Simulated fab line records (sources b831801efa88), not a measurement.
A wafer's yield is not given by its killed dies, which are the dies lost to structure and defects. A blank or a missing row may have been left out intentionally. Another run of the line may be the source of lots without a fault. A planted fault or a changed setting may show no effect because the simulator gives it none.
Commonality check across tools :: flow sky130 :: Sample size 12 lots and 36 wafers

WHY IT WAS OPENED
SKY_GATE_OXIDE_THK_MEAS_02, reading GATE_OXIDE_OXIDATION_00_THK: flagged on 2 of 12 lots. Wafers without a fault read 10.39 nm, standard deviation 0.24.
Rule: flag the lot when none of its wafers has a number, or when each of its wafers that has one lies beyond 4 standard deviations from that mean. The other lots count as sound.

lot: L399
measured: day 13 13:56
on: film-metro-01
GATE_OXIDE_OXIDATION_00_THK (nm), wafer by wafer: 10.32 10.39 10.17
flag: 

lot: L400
measured: day 13 17:52
on: film-metro-01
GATE_OXIDE_OXIDATION_00_THK (nm), wafer by wafer: 10.58 10.39 10.49
flag: 

lot: L401
measured: day 13 23:38
on: film-metro-01
GATE_OXIDE_OXIDATION_00_THK (nm), wafer by wafer: 10.67 10.67 10.84
flag: 

lot: L403
measured: day 14 23:28
on: film-metro-01
GATE_OXIDE_OXIDATION_00_THK (nm), wafer by wafer: 10.74 10.56 10.68
flag: 

lot: L405
measured: day 15 13:02
on: film-metro-04
GATE_OXIDE_OXIDATION_00_THK (nm), wafer by wafer: 10.57 10.62 10.60
flag: 

lot: L406
measured: day 15 20:41
on: film-metro-04
GATE_OXIDE_OXIDATION_00_THK (nm), wafer by wafer: 10.62 10.58 10.42
flag: 

lot: L407
measured: day 16 03:11
on: film-metro-01
GATE_OXIDE_OXIDATION_00_THK (nm), wafer by wafer: 8.88 9.06 8.91
flag: FLAGGED

lot: L408
measured: day 16 13:00
on: film-metro-01
GATE_OXIDE_OXIDATION_00_THK (nm), wafer by wafer: 10.48 10.38 10.44
flag: 

lot: L409
measured: day 16 23:39
on: film-metro-01
GATE_OXIDE_OXIDATION_00_THK (nm), wafer by wafer: 8.71 8.80 8.81
flag: FLAGGED

lot: L417
measured: day 19 21:20
on: film-metro-01
GATE_OXIDE_OXIDATION_00_THK (nm), wafer by wafer: 9.86 9.96 9.75
flag: 

lot: L418
measured: day 20 06:22
on: film-metro-01
GATE_OXIDE_OXIDATION_00_THK (nm), wafer by wafer: 10.39 10.60 10.53
flag: 

lot: L419
measured: day 20 15:14
on: film-metro-01
GATE_OXIDE_OXIDATION_00_THK (nm), wafer by wafer: 10.49 10.31 10.38
flag: 
The mean of the flagged lots' numbers is 8.86 nm, -1.53 nm from the usual (-6 standard deviations).

LOT BY LOT: THE TOOL USED
The record holds 2 process steps before the reading, out of a route of 708 steps. Every cell lists first the tool, next ch and the chambers used by the sampled wafers, and last the start.
lot: L399
flag: 
SKY_FIELD_ISO_ETCH_17: rie-si-01 ch 1,3, day 2 15:34
SKY_GATE_OXIDE_OXIDATION_01: furnace-01 ch 0, day 13 12:31

lot: L400
flag: 
SKY_FIELD_ISO_ETCH_17: rie-si-01 ch 0,3, day 2 22:08
SKY_GATE_OXIDE_OXIDATION_01: furnace-01 ch 0, day 13 16:26

lot: L401
flag: 
SKY_FIELD_ISO_ETCH_17: rie-si-02 ch 0,2,3, day 3 02:10
SKY_GATE_OXIDE_OXIDATION_01: furnace-01 ch 0, day 13 22:13

lot: L403
flag: 
SKY_FIELD_ISO_ETCH_17: rie-si-02 ch 0,2,3, day 3 12:29
SKY_GATE_OXIDE_OXIDATION_01: furnace-01 ch 0, day 14 22:02

lot: L405
flag: 
SKY_FIELD_ISO_ETCH_17: rie-si-02 ch 0,1,2, day 3 21:35
SKY_GATE_OXIDE_OXIDATION_01: furnace-01 ch 0, day 15 11:37

lot: L406
flag: 
SKY_FIELD_ISO_ETCH_17: rie-si-02 ch 1,2, day 4 03:49
SKY_GATE_OXIDE_OXIDATION_01: furnace-01 ch 0, day 15 19:16

lot: L407
flag: FLAGGED
SKY_FIELD_ISO_ETCH_17: rie-si-02 ch 0,2,3, day 4 08:59
SKY_GATE_OXIDE_OXIDATION_01: furnace-01 ch 0, day 16 01:46

lot: L408
flag: 
SKY_FIELD_ISO_ETCH_17: rie-si-02 ch 0,1,2, day 4 14:28
SKY_GATE_OXIDE_OXIDATION_01: furnace-02 ch 0, day 16 11:34

lot: L409
flag: FLAGGED
SKY_FIELD_ISO_ETCH_17: rie-si-01 ch 1,3, day 4 21:11
SKY_GATE_OXIDE_OXIDATION_01: furnace-01 ch 0, day 16 22:14

lot: L417
flag: 
SKY_FIELD_ISO_ETCH_17: rie-si-02 ch 1,2,3, day 6 12:20
SKY_GATE_OXIDE_OXIDATION_01: furnace-02 ch 0, day 19 19:55

lot: L418
flag: 
SKY_FIELD_ISO_ETCH_17: rie-si-02 ch 0,3, day 6 19:01
SKY_GATE_OXIDE_OXIDATION_01: furnace-01 ch 0, day 20 04:58

lot: L419
flag: 
SKY_FIELD_ISO_ETCH_17: rie-si-01 ch 0,1,2, day 7 01:14
SKY_GATE_OXIDE_OXIDATION_01: furnace-01 ch 0, day 20 13:50
What these steps do:
- SKY_FIELD_ISO_ETCH_17: etches Si in HBr/Cl2/O2, target depth 342 nm, time 97.7 s.
- SKY_GATE_OXIDE_OXIDATION_01: stabilise 600 s, purge 300 s, target thk 10.268 nm.
- SKY_GATE_OXIDE_THK_MEAS_02

FLAGGED OVER TOTAL, TOOL BY TOOL (the gauges that took the reading come last)
step: SKY_FIELD_ISO_ETCH_17
tool: rie-si-01
lots run: 4
flagged: 1
share of the flagged lots: some
sound lots run after its first flagged lot: 1 (L419)

step: SKY_FIELD_ISO_ETCH_17
tool: rie-si-02
lots run: 8
flagged: 1
share of the flagged lots: some
sound lots run after its first flagged lot: 3 (L408,L417,L418)

step: SKY_GATE_OXIDE_OXIDATION_01
tool: furnace-01
lots run: 10
flagged: 2
share of the flagged lots: all
sound lots run after its first flagged lot: 2 (L418,L419)

step: SKY_GATE_OXIDE_OXIDATION_01
tool: furnace-02
lots run: 2
flagged: 0
share of the flagged lots: none
sound lots run after its first flagged lot: -

step: SKY_GATE_OXIDE_THK_MEAS_02
tool: film-metro-01
lots run: 10
flagged: 2
share of the flagged lots: all
sound lots run after its first flagged lot: 4 (L408,L417,L418,L419)

step: SKY_GATE_OXIDE_THK_MEAS_02
tool: film-metro-04
lots run: 2
flagged: 0
share of the flagged lots: none
sound lots run after its first flagged lot: -

WHAT THE TABLE PERMITS
Table rows that saw every flagged lot: 2, namely furnace-01 at SKY_GATE_OXIDE_OXIDATION_01 and film-metro-01 at SKY_GATE_OXIDE_THK_MEAS_02.
- furnace-01 at SKY_GATE_OXIDE_OXIDATION_01 ran 10 lots, 2 of them flagged. After the first flagged lot (L418, L419), sound lots still ran on it; a lasting fault on the whole tool would not permit that. Its own readings lie more than 4 standard deviations out on every wafer of the flagged lots: spike-tc-centre-C, spike-tc-lower-C, spike-tc-top-C, spike-tc-upper-C.
- film-metro-01 at SKY_GATE_OXIDE_THK_MEAS_02 ran 10 lots, 2 of them flagged. After the first flagged lot (L408, L417, L418, L419), sound lots still ran on it; a lasting fault on the whole tool would not permit that.
Not one row of the table ran every flagged lot while running no sound lot after the first.

WHAT THE SIMULATOR PUT IN
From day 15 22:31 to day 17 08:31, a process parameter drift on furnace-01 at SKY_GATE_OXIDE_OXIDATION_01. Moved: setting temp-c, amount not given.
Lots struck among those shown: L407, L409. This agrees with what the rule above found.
